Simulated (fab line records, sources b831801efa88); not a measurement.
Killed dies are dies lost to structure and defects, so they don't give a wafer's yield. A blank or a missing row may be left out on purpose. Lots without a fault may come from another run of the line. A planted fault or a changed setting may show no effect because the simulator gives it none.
fab line records | flow gf180mcu | part 1 of 2: steps 1 to 24 of 33
record lots=5 wafers=15 last_day=33
route steps=602 shown STI@23 DNWELL@32 NWELL@42 LVPWELL@54
lots that met no fault: from a run of the same line without faults
start_h: hours from the record's first day to the start of the lot's first wafer shown | wait_h: hours since the lot's step before | " the same as in the row above | L1.1+2: a row that stands for several wafers | - no value, or no start given | * or withheld: withheld | < > ~ a bound
route shown NAME@n: a module of which the file shows steps, and the number in the route of the first | usual: mean/standard deviation of fault-free wafers | same: alike in all rows | chamber/n: place in a boat | sites: the reading at each site | _std_site: their standard deviation | _edge_site: outer sites' mean less inner sites' | radius_mm: how far each site lies from the wafer's centre | mask NAME#n: copy n | behind: the tool/chamber that last shaped the wafer | hold: why the lot was held/for how many hours/how that ended | device: the transistor (n, p or np) that didn't switch | end of line: the same wafers' tests at the end of the route | a step without rows: its recipe alone | killed: dies lost to structure and defects at the first sort, not the wafer's yield | map: a wafer's dies, x killed, . not, _ none there
set.NAME: the setting as run; set.NAME@STEP: as run at that earlier step | model.NAME: the simulator's own value behind a step, which no gauge read
lots at some steps of the route; a table a step, a row a wafer
services: from which hour (start_h, from the record's first day; less than 0 if before it) a tool's chamber was out of use, for how many hours, and why
## steps
# step GF_STI_THK_MEAS_22
# recipe reads=SiO2_of_STI_OXIDATION_21
# usual STI_OXIDATION_01_THK=15.0/0.31
# columns lot.wafer tool chamber start_h wait_h STI_OXIDATION_01_THK[nm]
L074.1 film_metro-04 - 27.88 0.0 14.9
L074.4 " - " " 15.0
L074.5 " - " " 14.9
L075.4 film_metro-03 - 33.39 0.0 14.8
L075.5 " - " " 15.0
L075.6 " - " " 15.1
L084.3 film_metro-04 - 80.49 0.0 15.1
L084.4 " - " " 15.4
L084.5 " - " " 15.1
L086.1 film_metro-04 - 89.09 0.0 14.9
L086.3 " - " " 15.0
L086.6 " - " " 14.9
L092.2 film_metro-03 - 119.46 0.0 14.5
L092.3 " - " " 14.5
L092.5 " - " " 14.3
# step GF_STI_CVD_23
# recipe material=SiO2 target_thk_nm=650 sigma_open_frac=0.3 time_s=108.3 temp_c=600 sih4_flow_sccm=60 pressure_mtorr=6
# columns lot.wafer tool chamber start_h wait_h
L074.1+4+5 hdpcvd-01 1,2,1 27.94 0.1
L075.4+5+6 hdpcvd-02 0,2,1 33.46 0.1
L084.3+4+5 hdpcvd-01 2,1,2 80.53 0.0
L086.1+3+6 hdpcvd-01 1,2,2 89.15 0.1
L092.2+3+5 hdpcvd-02 0,1,2 119.51 0.0
# step GF_STI_THK_MEAS_24
# recipe reads=SiO2_of_STI_CVD_23
# usual STI_CVD_23_THK=649/6.4
# columns lot.wafer tool chamber start_h wait_h STI_CVD_23_THK[nm]
L074.1 film_metro-04 - 28.02 0.0 638
L074.4 " - " " 650
L074.5 " - " " 652
L075.4 film_metro-04 - 33.53 0.0 643
L075.5 " - " " 647
L075.6 " - " " 640
L084.3 film_metro-01 - 80.63 0.1 649
L084.4 " - " " 644
L084.5 " - " " 647
L086.1 film_metro-04 - 89.23 0.0 646
L086.3 " - " " 651
L086.6 " - " " 647
L092.2 film_metro-01 - 119.60 0.0 652
L092.3 " - " " 652
L092.5 " - " " 643
# step GF_STI_CMP_25
# recipe stop_on=Si3N4 t_overpolish_s=33 down_force_psi=4 platen_rpm=60 target_thk_nm=524.6 pad_velocity_m_s=0.94248
# usual motor_current_A=12.9/1.4 overpolish_run_s=33.000/0.01 platen_rpm=60.00/0.038 time_to_endpoint_s=123/3.5
# columns lot.wafer tool chamber start_h wait_h motor_current_A overpolish_run_s platen_rpm time_to_endpoint_s
L074.1 cmp-01 0 28.13 0.1 12.5 33.017 60.04 123
L074.4 " 1 " " 10.6 33.002 59.95 126
L074.5 " 3 " " 12.1 33.007 59.92 126
L075.4 cmp-02 0 33.61 0.1 14.1 32.996 59.93 121
L075.6 " 3 " " 14.7 33.014 60.03 126
L075.5 " 0 " " 13.3 33.007 60.00 125
L084.3 cmp-01 0 80.72 0.1 12.9 32.993 59.96 122
L084.4 " 2 " " 10.7 33.002 60.02 123
L084.5 " 3 " " 12.3 32.993 60.01 126
L086.1 cmp-01 0 89.34 0.1 13.4 33.010 59.97 118
L086.3 " 2 " " 11.1 33.011 59.98 119
L086.6 " 0 " " 12.6 32.998 59.99 116
L092.3 cmp-02 1 119.86 0.2 11.9 32.987 60.02 127
L092.2 " 3 " " 14.9 33.012 60.01 123
L092.5 " 1 " " 10.7 33.000 60.00 122
# step GF_STI_WET_ETCH_26
# recipe chemistry=dHF target_depth_nm=94 target=SiO2 temp_c=25 dilution=10:1 time_s=188
# usual bath_heat_duty_pct=6.6/0.63
# columns lot.wafer tool chamber start_h wait_h bath_heat_duty_pct
L074.1 wet_bench-04 2 28.38 0.2 6.4
L074.4 " 2 " " 6.7
L074.5 " 2 " " 5.8
L075.4 wet_bench-01 1 33.86 0.2 6.0
L075.5 " 1 " " 6.1
L075.6 " 1 " " 6.9
L084.3 wet_bench-04 0 80.97 0.2 5.9
L084.4 " 0 " " 6.9
L084.5 " 0 " " 8.2
L086.1 wet_bench-04 0 89.59 0.2 7.5
L086.3 " 0 " " 7.2
L086.6 " 0 " " 7.6
L092.2 wet_bench-04 3 120.16 0.1 6.4
L092.3 " 3 " " 5.2
L092.5 " 3 " " 6.4
# step GF_STI_WET_ETCH_27
# recipe chemistry=H3PO4 target_depth_nm=160 target=Si3N4 temp_c=160 time_s=1825
# usual bath_heat_duty_pct=28.7/2.1
# columns lot.wafer tool chamber start_h wait_h bath_heat_duty_pct
L074.1 wet_bench-02 0 28.50 0.0 27.5
L074.4 " 0 " " 24.8
L074.5 " 0 " " 28.6
L075.4 wet_bench-02 1 33.99 0.0 28.7
L075.5 " 1 " " 27.3
L075.6 " 1 " " 26.4
L084.3 wet_bench-02 3 81.04 0.0 31.2
L084.4 " 3 " " 29.7
L084.5 " 3 " " 29.8
L086.1 wet_bench-02 2 89.65 0.0 31.4
L086.3 " 2 " " 31.7
L086.6 " 2 " " 32.6
L092.2 wet_bench-02 3 120.22 0.0 29.7
L092.3 " 3 " " 29.3
L092.5 " 3 " " 32.0
# step GF_STI_WET_ETCH_28
# recipe chemistry=dHF target_depth_nm=20 dry=ipa_marangoni target=SiO2 temp_c=25 dilution=10:1 time_s=40
# usual bath_heat_duty_pct=6.4/0.63
# columns lot.wafer tool chamber start_h wait_h bath_heat_duty_pct
L074.1 wet_bench-01 1 29.02 0.0 5.6
L074.4 " 1 " " 6.2
L074.5 " 1 " " 5.9
L075.4 wet_bench-01 3 34.51 0.0 6.0
L075.5 " 3 " " 6.4
L075.6 " 3 " " 6.0
L084.3 wet_bench-04 2 81.55 0.0 6.6
L084.4 " 2 " " 7.0
L084.5 " 2 " " 7.4
L086.1 wet_bench-01 3 90.17 0.0 6.1
L086.3 " 3 " " 6.2
L086.6 " 3 " " 6.9
L092.2 wet_bench-01 0 120.74 0.0 6.9
L092.3 " 0 " " 6.3
L092.5 " 0 " " 7.6
# step GF_STI_OXIDATION_29
# recipe temp_c=900 ambient=O2 stabilise_s=600 purge_s=300 target_thk_a=100 ox_time_s=1418
# usual spike_tc_upper_C=899.6/1 zone_power_centre_pct=18.6/0.88 zone_power_top_pct=30/3.6
# columns lot.wafer tool chamber start_h wait_h spike_tc_upper_C zone_power_centre_pct zone_power_top_pct
L074.1 furnace-01 0 29.91 0.9 901.6 17.5 34
L074.4 " 0 " " 899.4 17.6 34
L074.5 " 0 " " 898.9 18.1 35
L075.4 furnace-01 0 34.55 0.0 900.2 17.6 34
L075.5 " 0 " " 899.2 17.6 34
L075.6 " 0 " " 900.7 17.6 34
L084.3 furnace-01 0 81.57 0.0 898.7 17.7 34
L084.4 " 0 " " 899.1 17.7 35
L084.5 " 0 " " 896.9 17.6 34
L086.1 furnace-02 0 90.59 0.4 899.3 19.6 27
L086.3 " 0 " " 899.9 19.3 27
L086.6 " 0 " " 899.2 19.5 27
L092.2 furnace-01 0 120.76 0.0 898.5 17.7 34
L092.3 " 0 " " 899.3 17.7 34
L092.5 " 0 " " 897.8 17.8 34
# step GF_STI_THK_MEAS_30
# recipe reads=SiO2_of_STI_OXIDATION_29
# usual STI_OXIDATION_02_THK=9.98/0.17
# columns lot.wafer tool chamber start_h wait_h STI_OXIDATION_02_THK[nm]
L074.1 film_metro-04 - 31.31 0.0 9.94
L074.4 " - " " 9.88
L074.5 " - " " 10.07
L075.4 film_metro-01 - 35.97 0.0 9.67
L075.5 " - " " 9.74
L075.6 " - " " 9.63
L084.3 film_metro-01 - 82.99 0.0 10.00
L084.4 " - " " 10.01
L084.5 " - " " 10.02
L086.1 film_metro-03 - 91.99 0.0 9.99
L086.3 " - " " 10.10
L086.6 " - " " 10.17
L092.2 film_metro-03 - 122.16 0.0 9.74
L092.3 " - " " 9.89
L092.5 " - " " 9.77
# step GF_DNWELL_DEHYDRATE_00
# recipe temp_c=200 time_s=60
# usual resist_line_temp_C=23.00/0.099
# columns lot.wafer tool chamber start_h wait_h resist_line_temp_C
L074.1 litho_track-03 0 36.44 5.1 22.94
L074.4 " 0 " " 23.00
L074.5 " 0 " " 23.11
L075.4 litho_track-01 0 41.92 5.9 22.90
L075.5 " 0 " " 23.10
L075.6 " 0 " " 23.13
L084.3 litho_track-01 0 89.70 6.7 22.91
L084.4 " 0 " " 23.03
L084.5 " 0 " " 23.14
L086.1 litho_track-04 0 98.19 6.2 23.01
L086.3 " 0 " " 22.95
L086.6 " 0 " " 22.93
L092.2 litho_track-04 0 128.92 6.7 22.98
L092.3 " 0 " " 23.00
L092.5 " 0 " " 22.97
# step GF_DNWELL_HMDS_01
# recipe prime_time_s=60 prime_temp_c=120
# usual resist_line_temp_C=22.97/0.1
# columns lot.wafer tool chamber start_h wait_h resist_line_temp_C
L074.1 litho_track-03 0 36.59 0.1 23.12
L074.4 " 0 " " 23.00
L074.5 " 0 " " 22.99
L075.4 litho_track-01 0 42.07 0.1 22.99
L075.5 " 0 " " 22.99
L075.6 " 0 " " 22.92
L084.3 litho_track-01 0 89.85 0.1 22.91
L084.4 " 0 " " 23.05
L084.5 " 0 " " 22.90
L086.1 litho_track-04 0 98.34 0.1 22.91
L086.3 " 0 " " 22.93
L086.6 " 0 " " 23.18
L092.2 litho_track-04 0 129.07 0.1 22.86
L092.3 " 0 " " 22.96
L092.5 " 0 " " 23.02
# step GF_DNWELL_COAT_02
# recipe spin_rpm=2000 resist_thk_nm=3000
# usual resist_line_temp_C=23.01/0.12
# columns lot.wafer tool chamber start_h wait_h resist_line_temp_C
L074.1 litho_track-03 0 36.74 0.1 23.05
L074.4 " 0 " " 23.08
L074.5 " 0 " " 22.92
L075.4 litho_track-01 0 42.22 0.1 23.02
L075.5 " 0 " " 22.89
L075.6 " 0 " " 23.23
L084.3 litho_track-01 0 90.00 0.1 23.28
L084.4 " 0 " " 23.25
L084.5 " 0 " " 23.08
L086.1 litho_track-04 0 98.49 0.1 22.85
L086.3 " 0 " " 22.74
L086.6 " 0 " " 22.99
L092.2 litho_track-04 0 129.22 0.1 22.94
L092.3 " 0 " " 22.93
L092.5 " 0 " " 22.88
# step GF_DNWELL_SOFTBAKE_03
# recipe temp_c=110 time_s=withheld
# usual resist_line_temp_C=23.00/0.098
# columns lot.wafer tool chamber start_h wait_h resist_line_temp_C
L074.1 litho_track-03 0 36.89 0.1 22.91
L074.4 " 0 " " 22.95
L074.5 " 0 " " 22.83
L075.4 litho_track-01 0 42.40 0.1 23.00
L075.5 " 0 " " 22.85
L075.6 " 0 " " 22.90
L084.3 litho_track-01 0 90.16 0.1 23.11
L084.4 " 0 " " 22.95
L084.5 " 0 " " 23.05
L086.1 litho_track-04 0 98.64 0.1 23.13
L086.3 " 0 " " 23.13
L086.6 " 0 " " 23.04
L092.2 litho_track-04 0 129.38 0.1 23.18
L092.3 " 0 " " 23.08
L092.5 " 0 " " 23.02
# step GF_DNWELL_EXPOSE_04
# recipe mask_id=DNWELL target_cd_nm=1700 na=0.6 source_shape=conventional sigma_outer=0.6 dose_mj=260
# usual exposure_dose_mJ_cm2=259.97/0.25 stage_vel_mm_s=499.96/0.25
# columns lot.wafer tool chamber start_h wait_h mask exposure_dose_mJ_cm2 stage_vel_mm_s
L074.1 iline_stepper-02 0 - - DNWELL#0 259.99 500.00
L074.4 " 0 " " DNWELL#0 260.18 500.13
L074.5 " 0 " " DNWELL#0 260.18 500.14
L075.4 iline_stepper-02 0 - - DNWELL#0 259.95 500.20
L075.5 " 0 " " DNWELL#0 260.22 499.64
L075.6 " 0 " " DNWELL#0 260.01 499.78
L084.3 iline_stepper-02 0 - - DNWELL#0 259.94 500.17
L084.4 " 0 " " DNWELL#0 260.21 499.83
L084.5 " 0 " " DNWELL#0 259.89 499.79
L086.1 iline_stepper-01 0 - - DNWELL#0 260.24 500.18
L086.3 " 0 " " DNWELL#0 259.93 500.17
L086.6 " 0 " " DNWELL#0 260.14 499.86
L092.2 iline_stepper-02 0 - - DNWELL#0 259.83 500.22
L092.3 " 0 " " DNWELL#0 260.10 499.82
L092.5 " 0 " " DNWELL#0 259.71 500.13
# step GF_DNWELL_PEB_05
# recipe temp_c=115 time_s=withheld
# usual resist_line_temp_C=23.02/0.12
# columns lot.wafer tool chamber start_h wait_h resist_line_temp_C
L074.1 litho_track-03 0 - - 23.15
L074.4 " 0 " " 23.01
L074.5 " 0 " " 22.83
L075.4 litho_track-01 0 - - 22.84
L075.5 " 0 " " 22.94
L075.6 " 0 " " 22.99
L084.3 litho_track-04 0 - - 23.20
L084.4 " 0 " " 23.15
L084.5 " 0 " " 23.12
L086.1 litho_track-04 0 - - 22.84
L086.3 " 0 " " 23.02
L086.6 " 0 " " 22.93
L092.2 litho_track-01 0 - - 23.17
L092.3 " 0 " " 23.07
L092.5 " 0 " " 23.01
# step GF_DNWELL_DEVELOP_06
# recipe wall_angle_deg=90 develop_time_s=60 dev_temp_c=23
# usual resist_line_temp_C=23.00/0.11
# columns lot.wafer tool chamber start_h wait_h resist_line_temp_C
L074.1 litho_track-03 0 - - 23.00
L074.4 " 0 " " 22.98
L074.5 " 0 " " 22.85
L075.4 litho_track-01 0 - - 22.97
L075.5 " 0 " " 23.07
L075.6 " 0 " " 23.04
L084.3 litho_track-04 0 - - 23.06
L084.4 " 0 " " 23.02
L084.5 " 0 " " 22.93
L086.1 litho_track-04 0 - - 22.95
L086.3 " 0 " " 23.03
L086.6 " 0 " " 22.90
L092.2 litho_track-01 0 - - 23.00
L092.3 " 0 " " 22.92
L092.5 " 0 " " 22.90
# step GF_DNWELL_IMPLANT_07
# recipe species=P energy_kev=1500 dose_cm2=1e+13 tilt_deg=0
# usual tilt_deg=0.002/0.017
# columns lot.wafer tool chamber start_h wait_h tilt_deg
L074.1 implanter-02 0 43.79 - 0.003
L074.4 " 0 " " -0.016
L074.5 " 0 " " 0.000
L075.4 implanter-04 0 48.37 - 0.006
L075.5 " 0 " " 0.008
L075.6 " 0 " " 0.010
L084.3 implanter-03 0 97.24 - 0.028
L084.4 " 0 " " 0.013
L084.5 " 0 " " 0.004
L086.1 implanter-04 0 106.74 - -0.022
L086.3 " 0 " " 0.020
L086.6 " 0 " " -0.005
L092.2 implanter-03 0 137.77 - -0.004
L092.3 " 0 " " 0.003
L092.5 " 0 " " -0.008
# step GF_DNWELL_STRIP_08
# recipe chemistry=O2/N2 power_w=1400 pressure_mtorr=1500 platen_temp_c=250 o2_flow_sccm=3000 n2_flow_sccm=300 overash_fraction=0.5
# usual drypump_motor_current_A=5.9/0.5 heater_power_w=354/47 n2_flow_sccm=300.0/0.86 oes_product_au=0.723/0.0047 platen_temp_c=249.99/0.17 strip_time_to_endpoint_s=36.95/0.1
# columns lot.wafer tool chamber start_h wait_h drypump_motor_current_A heater_power_w n2_flow_sccm oes_product_au platen_temp_c rf_hours_counter_h strip_time_to_endpoint_s
L074.1 plasma_asher-01 0 43.94 0.1 4.9 294 300.2 0.722 249.83 39 36.87
L074.4 " 0 " " 4.9 301 300.3 0.721 249.76 - 36.90
L074.5 " 0 " " 4.9 291 299.0 0.724 249.69 - 36.78
L075.4 plasma_asher-03 1 48.48 0.1 5.9 284 299.9 0.719 250.14 - 36.83
L075.5 " 1 " " 5.9 295 299.8 0.715 249.97 - 37.04
L075.6 " 0 " " 5.7 345 300.9 0.731 249.63 - 36.98
L084.3 plasma_asher-02 1 97.38 0.1 6.6 393 300.3 0.726 250.20 - 37.02
L084.4 " 0 " " 6.0 335 300.1 0.730 250.18 - 37.10
L084.5 " 1 " " 6.6 384 298.7 0.731 249.89 - 36.98
L086.1 plasma_asher-02 1 106.89 0.1 6.6 396 301.7 0.721 250.09 47 37.16
L086.3 " 0 " " 6.0 346 299.9 0.725 250.02 - 37.16
L086.6 " 1 " " 6.6 403 301.2 0.721 249.99 - 37.02
L092.2 plasma_asher-02 1 137.90 0.1 6.6 385 299.8 0.724 250.18 51 37.27
L092.3 " 1 " " 6.6 393 299.6 0.716 249.93 - 37.18
L092.5 " 0 " " 6.0 352 299.4 0.727 249.82 - 37.14
# step GF_DNWELL_TW_MEAS_09
# usual DNWELL_TW=1373/15
# columns lot.wafer tool chamber start_h wait_h DNWELL_TW
L074.1 film_metro-01 - 44.04 0.1 1382
L074.4 " - " " 1385
L074.5 " - " " 1380
L075.4 film_metro-02 - 48.58 0.1 1378
L075.5 " - " " 1373
L075.6 " - " " 1372
L084.3 film_metro-01 - 97.46 0.1 1387
L084.4 " - " " 1389
L084.5 " - " " 1389
L086.1 film_metro-04 - 106.99 0.1 1356
L086.3 " - " " 1362
L086.6 " - " " 1353
L092.2 film_metro-02 - 138.01 0.1 1387
L092.3 " - " " 1379
L092.5 " - " " 1388
# step GF_NWELL_DEHYDRATE_00
# recipe temp_c=200 time_s=60
# usual resist_line_temp_C=23.00/0.12
# columns lot.wafer tool chamber start_h wait_h resist_line_temp_C
L074.1 litho_track-02 0 49.49 5.4 23.11
L074.4 " 0 " " 23.05
L074.5 " 0 " " 22.77
L075.4 litho_track-02 0 53.67 5.1 23.13
L075.5 " 0 " " 23.09
L075.6 " 0 " " 23.09
L084.3 litho_track-03 0 104.63 7.2 23.20
L084.4 " 0 " " 22.98
L084.5 " 0 " " 23.09
L086.1 litho_track-03 0 113.48 6.5 23.06
L086.3 " 0 " " 22.99
L086.6 " 0 " " 23.05
L092.2 litho_track-04 0 145.42 7.4 23.01
L092.3 " 0 " " 22.95
L092.5 " 0 " " 23.04
# step GF_NWELL_HMDS_01
# recipe prime_time_s=60 prime_temp_c=120
# usual resist_line_temp_C=22.99/0.094
# columns lot.wafer tool chamber start_h wait_h resist_line_temp_C
L074.1 litho_track-02 0 49.64 0.1 23.01
L074.4 " 0 " " 22.91
L074.5 " 0 " " 23.06
L075.4 litho_track-02 0 53.82 0.1 23.04
L075.5 " 0 " " 23.07
L075.6 " 0 " " 23.08
L084.3 litho_track-03 0 104.78 0.1 23.19
L084.4 " 0 " " 23.13
L084.5 " 0 " " 22.91
L086.1 litho_track-03 0 113.63 0.1 22.98
L086.3 " 0 " " 22.90
L086.6 " 0 " " 23.07
L092.2 litho_track-04 0 145.57 0.1 23.18
L092.3 " 0 " " 22.95
L092.5 " 0 " " 23.06
# step GF_NWELL_COAT_02
# recipe spin_rpm=2000 resist_thk_nm=3000
# usual resist_line_temp_C=23.01/0.11
# columns lot.wafer tool chamber start_h wait_h resist_line_temp_C
L074.1 litho_track-02 0 49.79 0.1 23.15
L074.4 " 0 " " 23.00
L074.5 " 0 " " 22.98
L075.4 litho_track-02 0 53.97 0.1 23.10
L075.5 " 0 " " 23.09
L075.6 " 0 " " 23.07
L084.3 litho_track-03 0 104.93 0.1 22.97
L084.4 " 0 " " 23.10
L084.5 " 0 " " 22.97
L086.1 litho_track-03 0 113.78 0.1 23.11
L086.3 " 0 " " 22.92
L086.6 " 0 " " 23.02
L092.2 litho_track-04 0 145.72 0.1 22.86
L092.3 " 0 " " 23.02
L092.5 " 0 " " 23.01
# step GF_NWELL_SOFTBAKE_03
# recipe temp_c=110 time_s=withheld
# usual resist_line_temp_C=23.00/0.1
# columns lot.wafer tool chamber start_h wait_h resist_line_temp_C
L074.1 litho_track-02 0 49.94 0.1 22.78
L074.4 " 0 " " 22.76
L074.5 " 0 " " 22.91
L075.4 litho_track-02 0 54.14 0.1 22.93
L075.5 " 0 " " 22.87
L075.6 " 0 " " 22.75
L084.3 litho_track-03 0 105.10 0.1 23.01
L084.4 " 0 " " 23.07
L084.5 " 0 " " 22.95
L086.1 litho_track-03 0 113.93 0.1 22.97
L086.3 " 0 " " 22.94
L086.6 " 0 " " 23.04
L092.2 litho_track-04 0 145.88 0.1 23.08
L092.3 " 0 " " 23.05
L092.5 " 0 " " 23.00
# step GF_NWELL_EXPOSE_04
# recipe mask_id=Nwell target_cd_nm=860 na=0.6 source_shape=conventional sigma_outer=0.6 dose_mj=260
# usual exposure_dose_mJ_cm2=259.97/0.25 stage_vel_mm_s=499.93/0.27
# columns lot.wafer tool chamber start_h wait_h mask exposure_dose_mJ_cm2 stage_vel_mm_s
L074.1 iline_stepper-01 0 - - Nwell#0 259.69 499.78
L074.4 " 0 " " Nwell#0 259.89 499.83
L074.5 " 0 " " Nwell#0 260.04 500.02
L075.4 iline_stepper-02 0 - - Nwell#0 259.52 499.46
L075.5 " 0 " " Nwell#0 259.47 499.65
L075.6 " 0 " " Nwell#0 259.93 499.51
L084.3 iline_stepper-02 0 - - Nwell#0 259.90 499.65
L084.4 " 0 " " Nwell#0 260.32 500.14
L084.5 " 0 " " Nwell#0 260.20 499.98
L086.1 iline_stepper-01 0 - - Nwell#0 259.95 499.81
L086.3 " 0 " " Nwell#0 260.23 499.78
L086.6 " 0 " " Nwell#0 260.16 499.56
L092.2 iline_stepper-01 0 - - Nwell#0 260.13 499.92
L092.3 " 0 " " Nwell#0 260.08 499.94
L092.5 " 0 " " Nwell#0 259.78 500.26
